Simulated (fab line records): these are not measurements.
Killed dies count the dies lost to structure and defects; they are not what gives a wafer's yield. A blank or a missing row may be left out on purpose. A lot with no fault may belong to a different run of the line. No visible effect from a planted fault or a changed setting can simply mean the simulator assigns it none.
fab line records | flow gf180mcu | part 1 of 2: steps 1 to 26 of 37
[record] lots = 5 | wafers = 15 | last-day = 33
route steps=602 shown V5@549 TOP_METAL@567
lots that met no fault: taken from a fault-free run of the same line
start-h: hours from the record's first day to the start of the lot's first wafer shown | wait-h: hours elapsed since this lot's preceding step | " unchanged from the row above | L1.1+2: several wafers, shown together as one row | - no value, or no start given | * or withheld: withheld | < > ~ a bound
route shown NAME@n: NAME is a module with steps in the file, n the number in the route of the first one | usual: the fault-free wafers' mean and standard deviation | same: alike in all rows | chamber/n: place in a boat | sites: per-site readings | _std_site: how widely they spread, as a standard deviation | _edge_site: outer sites' mean less inner sites' | radius-mm: for every site, how far away it sits from the centre of the wafer | mask NAME#n: copy n | behind: the most recent tool/chamber to have shaped the wafer | hold: why the lot went on hold/how many hours it stayed there/how the hold came to an end | device: the n, p or np transistor that did not switch | end of line: at the end of the route, the tests of the same wafers | a step without rows: its recipe alone | killed: dies lost to structure and defects at the first sort, not the wafer's yield | map: dies across one wafer; x = killed, . = not, _ = none there
set.NAME: the setting as run; set.NAME@STEP: as run at that earlier step | model.NAME: the simulator's own value behind a step, which no gauge read
lots at some steps of the route; a table a step, a row a wafer
services: the hour from which a tool's chamber was out of use, counted from the record's first day as start-h (under 0 if before that day), plus the number of hours and why
[[steps]]
[step GF_V5_COAT_09]
[recipe] resist = KrF | spin-rpm = withheld | resist-thk-nm = 1000
lot.wafer  | tool           | chamber | start-h | wait-h
L080.2+5+6 | litho-track-02 | 0       | -       | -
L084.2+5+6 | litho-track-01 | 0       | -       | -
L085.2+3+4 | litho-track-01 | 0       | -       | -
L089.2+4+5 | litho-track-02 | 0       | -       | -
L094.1+2+3 | litho-track-01 | 0       | -       | -
[step GF_V5_SOFTBAKE_10]
[recipe] temp-c = 130 | time-s = 60 | resist = KrF
lot.wafer  | tool           | chamber | start-h | wait-h
L080.2+5+6 | litho-track-02 | 0       | -       | -
L084.2+5+6 | litho-track-01 | 0       | -       | -
L085.2+3+4 | litho-track-01 | 0       | -       | -
L089.2+4+5 | litho-track-02 | 0       | -       | -
L094.1+2+3 | litho-track-01 | 0       | -       | -
[step GF_V5_EXPOSE_11]
[recipe] mask-id = Via5 | target-cd-nm = 260 | na = 0.68 | source-shape = conventional | sigma-outer = 0.6 | dose-mj = 38
[same] na = 0.68
lot.wafer  | tool           | chamber | start-h | wait-h | mask
L080.2+5+6 | krf-scanner-02 | 0       | -       | -      | Via5#0
L084.2+5+6 | krf-scanner-01 | 0       | -       | -      | Via5#0
L085.2+3+4 | krf-scanner-01 | 0       | -       | -      | Via5#0
L089.2+4+5 | krf-scanner-01 | 0       | -       | -      | Via5#0
L094.1+2+3 | krf-scanner-02 | 0       | -       | -      | Via5#0
[step GF_V5_PEB_12]
[recipe] peb-temp-c = 135 | peb-time-s = 90 | resist = KrF
lot.wafer  | tool           | chamber | start-h | wait-h
L080.2+5+6 | litho-track-01 | 0       | -       | -
L084.2+5+6 | litho-track-02 | 0       | -       | -
L085.2+3+4 | litho-track-02 | 0       | -       | -
L089.2+4+5 | litho-track-04 | 0       | -       | -
L094.1+2+3 | litho-track-02 | 0       | -       | -
[step GF_V5_DEVELOP_13]
[recipe] develop-time-s = 60 | resist = KrF | dev-temp-c = 21
[same] develop-time-s = 60
lot.wafer  | tool           | chamber | start-h | wait-h
L080.2+5+6 | litho-track-01 | 0       | 676.19  | 0.2
L084.2+5+6 | litho-track-02 | 0       | 705.43  | 0.2
L085.2+3+4 | litho-track-02 | 0       | 710.38  | 0.2
L089.2+4+5 | litho-track-04 | 0       | 741.43  | 0.2
L094.1+2+3 | litho-track-02 | 0       | 765.35  | 0.2
[step GF_V5_CD_MEAS_14]
[recipe] target-cd-nm = 260
[usual] cd-nm = 260.1/1.2
lot.wafer | tool      | chamber | start-h | wait-h | cd-nm
L080.2    | cd-sem-02 | -       | 676.34  | 0.1    | 259.7
L080.5    | "         | -       | "       | "      | 259.5
L080.6    | "         | -       | "       | "      | 259.8
L084.2    | cd-sem-01 | -       | 705.64  | 0.2    | 258.1
L084.5    | "         | -       | "       | "      | 258.1
L084.6    | "         | -       | "       | "      | 259.0
L085.2    | cd-sem-01 | -       | 710.52  | 0.1    | 259.2
L085.3    | "         | -       | "       | "      | 259.7
L085.4    | "         | -       | "       | "      | 259.8
L089.2    | cd-sem-02 | -       | 741.57  | 0.1    | 258.6
L089.4    | "         | -       | "       | "      | 259.0
L089.5    | "         | -       | "       | "      | 258.3
L094.1    | cd-sem-01 | -       | 765.50  | 0.1    | 258.9
L094.2    | "         | -       | "       | "      | 258.8
L094.3    | "         | -       | "       | "      | 259.1
[step GF_V5_OVL_MEAS_15]
[usual] V5_OVL = 2/4.6
lot.wafer | tool       | chamber | start-h | wait-h | V5_OVL[nm]
L080.2    | overlay-01 | -       | 676.45  | 0.1    | 7
L080.5    | "          | -       | "       | "      | 4
L080.6    | "          | -       | "       | "      | 7
L084.2    | overlay-01 | -       | 705.75  | 0.1    | 9
L084.5    | "          | -       | "       | "      | 8
L084.6    | "          | -       | "       | "      | 5
L085.2    | overlay-02 | -       | 710.63  | 0.1    | -4
L085.3    | "          | -       | "       | "      | -3
L085.4    | "          | -       | "       | "      | -1
L089.2    | overlay-02 | -       | 741.68  | 0.1    | 0
L089.4    | "          | -       | "       | "      | 1
L089.5    | "          | -       | "       | "      | -4
L094.1    | overlay-02 | -       | 765.62  | 0.1    | -5
L094.2    | "          | -       | "       | "      | -4
L094.3    | "          | -       | "       | "      | -1
[step GF_V5_ETCH_16]
[recipe] chemistry = N2/H2 | target-depth-a = withheld | overetch-a = withheld | time-s = withheld | target = BARC | ion-energy-ev = 200 | source-w = 500 | bias-w = 100 | pressure-mtorr = 30 | n2-flow-sccm = 100 | h2-flow-sccm = 200
[usual] bias-w = 100.0/0.3 | drypump-motor-current-A = 5.8/0.48 | oes-product-au = 0.854/0.0044 | throttle-valve-pct = 13.225/0.0088
lot.wafer | tool        | chamber | start-h | wait-h | bias-w | drypump-motor-current-A | oes-product-au | throttle-valve-pct
L080.2    | rie-diel-02 | 1       | 676.48  | 0.0    | 99.6   | 5.8                     | 0.858          | 13.220
L080.5    | "           | 3       | "       | "      | 100.2  | 5.1                     | 0.853          | 13.219
L080.6    | "           | 0       | "       | "      | 100.8  | 5.7                     | 0.857          | 13.225
L084.2    | rie-diel-01 | 1       | 705.78  | 0.0    | 99.9   | 5.8                     | 0.850          | 13.238
L084.5    | "           | 0       | "       | "      | 100.0  | 5.4                     | 0.853          | 13.229
L084.6    | "           | 3       | "       | "      | 100.4  | 6.5                     | 0.857          | 13.227
L085.2    | rie-diel-02 | 1       | 710.66  | 0.0    | 100.2  | 5.8                     | 0.858          | 13.235
L085.3    | "           | 3       | "       | "      | 100.2  | 5.1                     | 0.857          | 13.225
L085.4    | "           | 0       | "       | "      | 99.9   | 5.7                     | 0.853          | 13.197
L089.2    | rie-diel-02 | 3       | 741.71  | 0.0    | 100.4  | 5.1                     | 0.843          | 13.223
L089.4    | "           | 2       | "       | "      | 99.9   | 6.5                     | 0.850          | 13.215
L089.5    | "           | 3       | "       | "      | 100.4  | 5.1                     | 0.848          | 13.223
L094.1    | rie-diel-01 | 2       | 765.66  | 0.0    | 100.2  | 6.2                     | 0.858          | 13.212
L094.2    | "           | 2       | "       | "      | 100.6  | 6.2                     | 0.861          | 13.228
L094.3    | "           | 2       | "       | "      | 100.2  | 6.2                     | 0.854          | 13.215
[step GF_V5_ETCH_17]
[recipe] chemistry = C4F8/O2/Ar | mask-material = KrF | target = SiO2 | stop-on = TiN | source-w = 1500 | bias-w = 1200 | pressure-mtorr = 40 | c4f8-flow-sccm = withheld | O2_flow_sccm = 6 | Ar_flow_sccm = 300 | time-s = withheld | target-depth-a = 8550
[usual] bias-w = 1200/3.4 | oes-product-au = 0.860/0.0047
lot.wafer | tool        | chamber | start-h | wait-h | bias-w | oes-product-au
L080.2    | rie-diel-02 | 1       | -       | -      | 1201   | 0.869
L080.5    | "           | 3       | "       | "      | 1206   | 0.867
L080.6    | "           | 0       | "       | "      | 1202   | 0.866
L084.2    | rie-diel-01 | 1       | -       | -      | 1198   | 0.861
L084.5    | "           | 0       | "       | "      | 1198   | 0.863
L084.6    | "           | 3       | "       | "      | 1202   | 0.857
L085.2    | rie-diel-02 | 1       | -       | -      | 1198   | 0.862
L085.3    | "           | 3       | "       | "      | 1200   | 0.866
L085.4    | "           | 0       | "       | "      | 1195   | 0.859
L089.2    | rie-diel-02 | 3       | -       | -      | 1202   | 0.860
L089.4    | "           | 2       | "       | "      | 1197   | 0.865
L089.5    | "           | 3       | "       | "      | 1202   | 0.858
L094.1    | rie-diel-01 | 2       | -       | -      | 1194   | 0.860
L094.2    | "           | 2       | "       | "      | 1199   | 0.863
L094.3    | "           | 2       | "       | "      | 1202   | 0.856
[step GF_V5_STRIP_18]
[recipe] chemistry = O2/N2 | power-w = 1400 | pressure-mtorr = 1500 | platen-temp-c = 250 | o2-flow-sccm = 3000 | n2-flow-sccm = 300 | overash-fraction = 0.5
[usual] drypump-motor-current-A = 5.6/0.32 | heater-power-w = 332/40 | oes-product-au = 0.569/0.0051
[same] overash-fraction = 0.5
lot.wafer | tool            | chamber | start-h | wait-h | drypump-motor-current-A | heater-power-w | oes-product-au | rf-hours-counter-h
L080.2    | plasma-asher-04 | 1       | 676.63  | -      | 5.2                     | 290            | 0.570          | 97
L080.5    | "               | 0       | "       | "      | 5.6                     | 328            | 0.571          | -
L080.6    | "               | 1       | "       | "      | 5.2                     | 298            | 0.563          | -
L084.2    | plasma-asher-01 | 0       | 705.93  | -      | 5.3                     | 285            | 0.565          | 112
L084.5    | "               | 0       | "       | "      | 5.3                     | 284            | 0.570          | -
L084.6    | "               | 1       | "       | "      | 6.1                     | 384            | 0.564          | -
L085.2    | plasma-asher-02 | 0       | 710.81  | -      | 5.7                     | 382            | 0.563          | 26
L085.3    | "               | 0       | "       | "      | 5.7                     | 377            | 0.565          | -
L085.4    | "               | 1       | "       | "      | 5.9                     | 316            | 0.573          | -
L089.2    | plasma-asher-02 | 1       | 741.86  | -      | 5.9                     | 331            | 0.574          | 30
L089.4    | "               | 1       | "       | "      | 5.9                     | 317            | 0.576          | -
L089.5    | "               | 1       | "       | "      | 5.9                     | 330            | 0.577          | -
L094.1    | plasma-asher-01 | 1       | 766.11  | -      | 6.1                     | 374            | 0.559          | 2
L094.2    | "               | 0       | "       | "      | 5.3                     | 300            | 0.577          | 2
L094.3    | "               | 1       | "       | "      | 6.0                     | 376            | 0.563          | -
[step GF_V5_STRIP_19]
[recipe] chemistry = post-etch-residue-remover | time-s = 1200 | temp-c = 72.5
lot.wafer  | tool         | chamber | start-h | wait-h
L080.2+5+6 | wet-bench-01 | 0       | 676.73  | 0.1
L084.2+5+6 | wet-bench-01 | 2       | 706.03  | 0.1
L085.2+3+4 | wet-bench-03 | 0       | 710.91  | 0.1
L089.2+4+5 | wet-bench-02 | 0       | 741.96  | 0.1
L094.1+2+3 | wet-bench-01 | 2       | 766.21  | 0.1
[step GF_V5_CLEAN_20]
[recipe] chemistry = DIW | dry = n2-spin
lot.wafer  | tool         | chamber | start-h | wait-h
L080.2+5+6 | wet-bench-02 | 0       | 677.07  | 0.0
L084.2+5+6 | wet-bench-02 | 3       | 706.37  | 0.0
L085.2+3+4 | wet-bench-01 | 3       | 711.65  | 0.0
L089.2+4+5 | wet-bench-03 | 1       | 742.34  | 0.0
L094.1+2+3 | wet-bench-02 | 3       | 766.56  | 0.0
[step GF_V5_SPUTTER_21]
[recipe] material = Ti | target-thk-nm = 15 | chamber-pressure-pa = 5 | power-w = 2500 | substrate-temp-c = 200 | time-s = 80.02
[usual] cathode-dc-power-W = 2500.0/0.44 | throttle-valve-pct = 29.7/0.76
lot.wafer | tool           | chamber | start-h | wait-h | cathode-dc-power-W | throttle-valve-pct
L080.2    | pvd-sputter-02 | -       | 677.17  | 0.0    | 2500.6             | 30.4
L080.5    | "              | -       | "       | "      | 2500.4             | 30.2
L080.6    | "              | -       | "       | "      | 2499.6             | 28.5
L084.2    | pvd-sputter-03 | -       | 706.47  | 0.0    | 2500.0             | 30.1
L084.5    | "              | -       | "       | "      | 2499.6             | 30.0
L084.6    | "              | -       | "       | "      | 2499.7             | 29.5
L085.2    | pvd-sputter-01 | -       | 711.75  | 0.0    | 2500.2             | 28.7
L085.3    | "              | -       | "       | "      | 2500.0             | 30.9
L085.4    | "              | -       | "       | "      | 2499.9             | 29.5
L089.2    | pvd-sputter-03 | -       | 742.43  | 0.0    | 2499.8             | 29.2
L089.4    | "              | -       | "       | "      | 2499.8             | 29.7
L089.5    | "              | -       | "       | "      | 2499.8             | 29.6
L094.1    | pvd-sputter-01 | -       | 766.65  | 0.0    | 2499.6             | 28.6
L094.2    | "              | -       | "       | "      | 2499.6             | 28.8
L094.3    | "              | -       | "       | "      | 2499.9             | 31.1
[step GF_V5_SPUTTER_22]
[recipe] material = TiN | target-thk-nm = 10 | chamber-pressure-pa = 5 | power-w = 4000 | time-s = 40
[usual] cathode-dc-power-W = 4000.1/0.71 | throttle-valve-pct = 29.7/0.76
lot.wafer | tool           | chamber | start-h | wait-h | cathode-dc-power-W | throttle-valve-pct
L080.2    | pvd-sputter-02 | -       | 677.23  | 0.0    | 4000.7             | 30.5
L080.5    | "              | -       | "       | "      | 3999.8             | 30.1
L080.6    | "              | -       | "       | "      | 4001.1             | 28.4
L084.2    | pvd-sputter-03 | -       | 706.53  | 0.0    | 4001.2             | 30.4
L084.5    | "              | -       | "       | "      | 3999.6             | 29.9
L084.6    | "              | -       | "       | "      | 3999.6             | 29.7
L085.2    | pvd-sputter-01 | -       | 711.81  | 0.0    | 4002.2             | 28.6
L085.3    | "              | -       | "       | "      | 4000.8             | 31.0
L085.4    | "              | -       | "       | "      | 3999.8             | 29.4
L089.2    | pvd-sputter-03 | -       | 742.49  | 0.0    | 4000.0             | 29.4
L089.4    | "              | -       | "       | "      | 3999.3             | 30.0
L089.5    | "              | -       | "       | "      | 3999.2             | 29.5
L094.1    | pvd-sputter-01 | -       | 766.71  | 0.0    | 4000.8             | 28.7
L094.2    | "              | -       | "       | "      | 4000.5             | 28.7
L094.3    | "              | -       | "       | "      | 3999.7             | 31.0
[step GF_V5_CVD_23]
[recipe] material = W | target-thk-nm = 350 | time-s = 104.9 | temp-c = 400 | pressure-torr = 40
[usual] heater-power-w = 840/44
lot.wafer | tool     | chamber | start-h | wait-h | heater-power-w | since-wet-clean-h
L080.2    | cvd-w-01 | 0       | 677.27  | 0.0    | 900            | 773
L080.5    | "        | 0       | "       | "      | 892            | -
L080.6    | "        | 1       | "       | "      | 879            | -
L084.2    | cvd-w-01 | 0       | 706.57  | 0.0    | 891            | 803
L084.5    | "        | 0       | "       | "      | 889            | -
L084.6    | "        | 1       | "       | "      | 863            | -
L085.2    | cvd-w-01 | 0       | 711.85  | 0.0    | 881            | 808
L085.3    | "        | 0       | "       | "      | 873            | -
L085.4    | "        | 1       | "       | "      | 855            | -
L089.2    | cvd-w-01 | 1       | 742.53  | 0.0    | 844            | 839
L089.4    | "        | 0       | "       | "      | 891            | -
L089.5    | "        | 0       | "       | "      | 879            | -
L094.1    | cvd-w-02 | 0       | 766.75  | 0.0    | 783            | 363
L094.2    | "        | 1       | "       | "      | 844            | 363
L094.3    | "        | 0       | "       | "      | 759            | -
[step GF_V5_RS_MEAS_24]
[recipe] thk-meas-gauge = four-point-probe | reads = W_of_V5_CVD_23+TiN_of_V5_SPUTTER_22+Ti_of_V5_SPUTTER_21
[usual] V5_W_RS = 0.326/0.0036
lot.wafer | tool          | chamber | start-h | wait-h | V5_W_RS[ohm/sq]
L080.2    | film-metro-02 | -       | 677.40  | 0.1    | 0.326
L080.5    | "             | -       | "       | "      | 0.327
L080.6    | "             | -       | "       | "      | 0.327
L084.2    | film-metro-01 | -       | 706.70  | 0.1    | 0.321
L084.5    | "             | -       | "       | "      | 0.321
L084.6    | "             | -       | "       | "      | 0.324
L085.2    | film-metro-01 | -       | 711.98  | 0.1    | 0.323
L085.3    | "             | -       | "       | "      | 0.321
L085.4    | "             | -       | "       | "      | 0.325
L089.2    | film-metro-04 | -       | 742.66  | 0.1    | 0.324
L089.4    | "             | -       | "       | "      | 0.323
L089.5    | "             | -       | "       | "      | 0.321
L094.1    | film-metro-02 | -       | 766.86  | 0.1    | 0.331
L094.2    | "             | -       | "       | "      | 0.330
L094.3    | "             | -       | "       | "      | 0.328
[step GF_V5_THK_MEAS_25]
[recipe] thk-meas-gauge = xrf | reads = W_of_V5_CVD_23
[usual] V5_W_THK = 349/4.6
lot.wafer | tool          | chamber | start-h | wait-h | V5_W_THK[nm]
L080.2    | film-metro-02 | -       | 677.51  | 0.1    | 351
L080.5    | "             | -       | "       | "      | 349
L080.6    | "             | -       | "       | "      | 351
L084.2    | film-metro-01 | -       | 706.81  | 0.1    | 359
L084.5    | "             | -       | "       | "      | 360
L084.6    | "             | -       | "       | "      | 356
L085.2    | film-metro-01 | -       | 712.09  | 0.1    | 357
L085.3    | "             | -       | "       | "      | 359
L085.4    | "             | -       | "       | "      | 354
L089.2    | film-metro-04 | -       | 742.77  | 0.1    | 351
L089.4    | "             | -       | "       | "      | 351
L089.5    | "             | -       | "       | "      | 353
L094.1    | film-metro-02 | -       | 766.98  | 0.1    | 348
L094.2    | "             | -       | "       | "      | 350
L094.3    | "             | -       | "       | "      | 353
[step GF_V5_CMP_26]
[recipe] stop-on = SiO2 | down-force-psi = 3.5 | platen-rpm = 60 | t-overpolish-s = 15 | target-thk-nm = 0 | pad-velocity-m-s = 0.94248
[usual] motor-current-A = 11.2/1 | overpolish-run-s = 15.000/0.01 | time-to-endpoint-s = 86.1/2.9
[same] t-overpolish-s = 15
lot.wafer | tool   | chamber | start-h | wait-h | motor-current-A | overpolish-run-s | time-to-endpoint-s
L080.2    | cmp-02 | 0       | 677.61  | 0.1    | 10.1            | 15.001           | 85.2
L080.5    | "      | 3       | "       | "      | 11.4            | 14.998           | 88.8
L080.6    | "      | 0       | "       | "      | 10.0            | 15.004           | 88.7
L084.2    | cmp-01 | 0       | 707.01  | 0.2    | 11.3            | 14.991           | 91.6
L084.6    | "      | 1       | "       | "      | 11.1            | 14.986           | 86.7
L084.5    | "      | 2       | "       | "      | 12.0            | 15.019           | 87.9
L085.4    | cmp-02 | 1       | 712.14  | 0.0    | 11.6            | 15.007           | 88.5
L085.2    | "      | 3       | "       | "      | 11.6            | 14.990           | 94.0
L085.3    | "      | 0       | "       | "      | 9.7             | 14.979           | 93.7
L089.4    | cmp-02 | 2       | 742.82  | 0.0    | 12.1            | 15.004           | 85.5
L089.2    | "      | 3       | "       | "      | 11.6            | 15.006           | 89.6
L089.5    | "      | 3       | "       | "      | 11.2            | 15.008           | 84.1
L094.3    | cmp-02 | 1       | 767.04  | 0.0    | 12.2            | 14.995           | 83.2
L094.1    | "      | 2       | "       | "      | 12.6            | 14.999           | 84.5
L094.2    | "      | 3       | "       | "      | 11.4            | 15.005           | 84.1
[step GF_TOP_METAL_SPUTTER_00]
[recipe] material = Ti | target-thk-nm = 37.5 | arriving-ion-energy-ev = 80 | substrate-temp-c = 200 | chamber-pressure-pa = 2 | power-w = 4000 | time-s = 150
[usual] cathode-dc-power-W = 4000.0/0.7 | throttle-valve-pct = 29.7/0.96
lot.wafer | tool           | chamber | start-h | wait-h | cathode-dc-power-W | throttle-valve-pct
L080.2    | pvd-sputter-04 | -       | 677.86  | 0.2    | 3999.9             | 30.1
L080.5    | "              | -       | "       | "      | 4000.2             | 29.6
L080.6    | "              | -       | "       | "      | 3999.1             | 29.8
L084.2    | pvd-sputter-01 | -       | 707.16  | 0.1    | 3999.6             | 31.2
L084.5    | "              | -       | "       | "      | 3999.7             | 28.6
L084.6    | "              | -       | "       | "      | 3999.2             | 29.5
L085.2    | pvd-sputter-01 | -       | 712.44  | 0.1    | 3999.5             | 31.2
L085.3    | "              | -       | "       | "      | 3999.8             | 29.5
L085.4    | "              | -       | "       | "      | 3999.2             | 28.7
L089.2    | pvd-sputter-02 | -       | 743.12  | 0.2    | 4000.3             | 30.2
L089.4    | "              | -       | "       | "      | 3999.7             | 30.2
L089.5    | "              | -       | "       | "      | 3998.8             | 30.1
L094.1    | pvd-sputter-02 | -       | 767.34  | 0.2    | 3999.6             | 30.2
L094.2    | "              | -       | "       | "      | 4000.2             | 30.5
L094.3    | "              | -       | "       | "      | 3999.1             | 28.5
[step GF_TOP_METAL_SPUTTER_01]
[recipe] material = TiN | target-thk-nm = 30 | power-w = 6500 | time-s = 25 | chamber-pressure-pa = 0.4
[usual] cathode-dc-power-W = 6500.0/1.2 | throttle-valve-pct = 29.8/0.97
lot.wafer | tool           | chamber | start-h | wait-h | cathode-dc-power-W | throttle-valve-pct
L080.2    | pvd-sputter-04 | -       | 677.96  | 0.1    | 6500.7             | 29.9
L080.5    | "              | -       | "       | "      | 6499.2             | 29.6
L080.6    | "              | -       | "       | "      | 6498.4             | 29.9
L084.2    | pvd-sputter-01 | -       | 707.26  | 0.1    | 6500.6             | 31.3
L084.5    | "              | -       | "       | "      | 6500.5             | 28.5
L084.6    | "              | -       | "       | "      | 6500.6             | 29.4
L085.2    | pvd-sputter-01 | -       | 712.54  | 0.1    | 6499.1             | 31.1
L085.3    | "              | -       | "       | "      | 6498.1             | 29.3
L085.4    | "              | -       | "       | "      | 6498.9             | 28.2
L089.2    | pvd-sputter-02 | -       | 743.22  | 0.1    | 6499.5             | 29.9
L089.4    | "              | -       | "       | "      | 6501.6             | 30.2
L089.5    | "              | -       | "       | "      | 6497.2             | 30.3
L094.1    | pvd-sputter-02 | -       | 767.44  | 0.1    | 6499.7             | 30.0
L094.2    | "              | -       | "       | "      | 6501.8             | 30.5
L094.3    | "              | -       | "       | "      | 6499.2             | 28.5
[step GF_TOP_METAL_SPUTTER_02]
[recipe] material = AlCu | target-thk-nm = 900 | power-w = 10600 | chamber-pressure-pa = 0.3 | substrate-temp-c = 250 | gas = Ar | time-s = 47.82
[usual] cathode-dc-power-W = 10600/2 | throttle-valve-pct = 29.8/0.95
lot.wafer | tool           | chamber | start-h | wait-h | cathode-dc-power-W | throttle-valve-pct
L080.2    | pvd-sputter-04 | -       | 677.99  | 0.0    | 10602              | 30.2
L080.5    | "              | -       | "       | "      | 10600              | 29.2
L080.6    | "              | -       | "       | "      | 10596              | 29.8
L084.2    | pvd-sputter-01 | -       | 707.29  | 0.0    | 10602              | 31.1
L084.5    | "              | -       | "       | "      | 10601              | 28.4
L084.6    | "              | -       | "       | "      | 10598              | 29.7
L085.2    | pvd-sputter-01 | -       | 712.57  | 0.0    | 10602              | 31.1
L085.3    | "              | -       | "       | "      | 10604              | 29.3
L085.4    | "              | -       | "       | "      | 10600              | 28.5
L089.2    | pvd-sputter-02 | -       | 743.25  | 0.0    | 10600              | 30.0
L089.4    | "              | -       | "       | "      | 10598              | 30.0
L089.5    | "              | -       | "       | "      | 10600              | 30.1
L094.1    | pvd-sputter-02 | -       | 767.47  | 0.0    | 10601              | 30.4
L094.2    | "              | -       | "       | "      | 10599              | 30.6
L094.3    | "              | -       | "       | "      | 10600              | 28.4
[step GF_TOP_METAL_SPUTTER_03]
[recipe] material = Ti | target-thk-nm = 5 | substrate-temp-c = 300 | chamber-pressure-pa = 0.3 | power-w = 3000 | time-s = 3.3
[usual] cathode-dc-power-W = 2999.9/0.54 | throttle-valve-pct = 29.8/0.97
lot.wafer | tool           | chamber | start-h | wait-h | cathode-dc-power-W | throttle-valve-pct
L080.2    | pvd-sputter-04 | -       | 678.04  | 0.0    | 3000.5             | 29.9
L080.5    | "              | -       | "       | "      | 2999.8             | 29.5
L080.6    | "              | -       | "       | "      | 3000.0             | 29.9
L084.2    | pvd-sputter-01 | -       | 707.33  | 0.0    | 2999.1             | 31.0
L084.5    | "              | -       | "       | "      | 3000.0             | 28.6
L084.6    | "              | -       | "       | "      | 2999.9             | 29.6
L085.2    | pvd-sputter-01 | -       | 712.61  | 0.0    | 3000.6             | 31.2
L085.3    | "              | -       | "       | "      | 2999.9             | 30.0
L085.4    | "              | -       | "       | "      | 2999.8             | 28.8
L089.2    | pvd-sputter-02 | -       | 743.29  | 0.0    | 2999.4             | 30.3
L089.4    | "              | -       | "       | "      | 2998.7             | 30.1
L089.5    | "              | -       | "       | "      | 2999.5             | 30.1
L094.1    | pvd-sputter-02 | -       | 767.51  | 0.0    | 3000.3             | 30.1
L094.2    | "              | -       | "       | "      | 3000.2             | 30.4
L094.3    | "              | -       | "       | "      | 3000.3             | 28.5
[step GF_TOP_METAL_SPUTTER_04]
[recipe] material = TiN | target-thk-nm = 25 | power-w = 6500 | time-s = 20.8 | chamber-pressure-pa = 0.4
[usual] cathode-dc-power-W = 6499.9/1.2 | throttle-valve-pct = 29.8/0.95
lot.wafer | tool           | chamber | start-h | wait-h | cathode-dc-power-W | throttle-valve-pct
L080.2    | pvd-sputter-04 | -       | 678.05  | 0.0    | 6498.2             | 30.1
L080.5    | "              | -       | "       | "      | 6500.5             | 29.5
L080.6    | "              | -       | "       | "      | 6500.6             | 30.0
L084.2    | pvd-sputter-01 | -       | 707.35  | 0.0    | 6501.2             | 30.9
L084.5    | "              | -       | "       | "      | 6498.8             | 28.5
L084.6    | "              | -       | "       | "      | 6499.3             | 29.3
L085.2    | pvd-sputter-01 | -       | 712.63  | 0.0    | 6498.3             | 31.1
L085.3    | "              | -       | "       | "      | 6499.2             | 29.4
L085.4    | "              | -       | "       | "      | 6498.9             | 28.7
L089.2    | pvd-sputter-02 | -       | 743.31  | 0.0    | 6499.9             | 30.3
L089.4    | "              | -       | "       | "      | 6501.1             | 30.2
L089.5    | "              | -       | "       | "      | 6500.9             | 30.3
L094.1    | pvd-sputter-02 | -       | 767.53  | 0.0    | 6498.1             | 30.0
L094.2    | "              | -       | "       | "      | 6498.8             | 30.6
L094.3    | "              | -       | "       | "      | 6499.6             | 28.7
[step GF_TOP_METAL_RS_MEAS_05]
[recipe] thk-meas-gauge = four-point-probe | reads = TiN_of_TOP_METAL_SPUTTER_04+Ti_of_TOP_METAL_SPUTTER_03+AlCu_of_TOP_METAL_SPUTTER_02+TiN_of_TOP_METAL_SPUTTER_01+Ti_of_TOP_METAL_SPUTTER_00
[usual] TOP_METAL_ALCU_RS = 0.03286/0.00025
lot.wafer | tool          | chamber | start-h | wait-h | TOP_METAL_ALCU_RS[ohm/sq]
L080.2    | film-metro-04 | -       | 678.10  | 0.0    | 0.03293
L080.5    | "             | -       | "       | "      | 0.03287
L080.6    | "             | -       | "       | "      | 0.03291
L084.2    | film-metro-03 | -       | 707.40  | 0.0    | 0.03306
L084.5    | "             | -       | "       | "      | 0.033
L084.6    | "             | -       | "       | "      | 0.03305
L085.2    | film-metro-01 | -       | 712.68  | 0.0    | 0.03274
L085.3    | "             | -       | "       | "      | 0.03275
L085.4    | "             | -       | "       | "      | 0.03232
L089.2    | film-metro-04 | -       | 743.36  | 0.0    | 0.03284
L089.4    | "             | -       | "       | "      | 0.03269
L089.5    | "             | -       | "       | "      | 0.03269
L094.1    | film-metro-03 | -       | 767.56  | 0.0    | 0.03282
L094.2    | "             | -       | "       | "      | 0.0327
L094.3    | "             | -       | "       | "      | 0.03271
[step GF_TOP_METAL_THK_MEAS_06]
[recipe] thk-meas-gauge = xrf | reads = AlCu_of_TOP_METAL_SPUTTER_02
[usual] TOP_METAL_ALCU_THK = 909/8.4
lot.wafer | tool          | chamber | start-h | wait-h | TOP_METAL_ALCU_THK[nm]
L080.2    | film-metro-04 | -       | 678.21  | 0.1    | 917
L080.5    | "             | -       | "       | "      | 923
L080.6    | "             | -       | "       | "      | 919
L084.2    | film-metro-03 | -       | 707.51  | 0.1    | 897
L084.5    | "             | -       | "       | "      | 896
L084.6    | "             | -       | "       | "      | 897
L085.2    | film-metro-01 | -       | 712.79  | 0.1    | 908
L085.3    | "             | -       | "       | "      | 914
L085.4    | "             | -       | "       | "      | 923
L089.2    | film-metro-04 | -       | 743.47  | 0.1    | 913
L089.4    | "             | -       | "       | "      | 923
L089.5    | "             | -       | "       | "      | 921
L094.1    | film-metro-03 | -       | 767.68  | 0.1    | 905
L094.2    | "             | -       | "       | "      | 912
L094.3    | "             | -       | "       | "      | 910
[step GF_TOP_METAL_DEHYDRATE_07]
[recipe] temp-c = 200 | time-s = 60
lot.wafer  | tool           | chamber | start-h | wait-h
L080.2+5+6 | litho-track-04 | 0       | 686.93  | 8.7
L084.2+5+6 | litho-track-01 | 0       | 715.59  | 8.1
L085.2+3+4 | litho-track-03 | 0       | 721.35  | 8.5
L089.2+4+5 | litho-track-01 | 0       | 751.09  | 7.6
L094.1+2+3 | litho-track-01 | 0       | 775.07  | 7.4
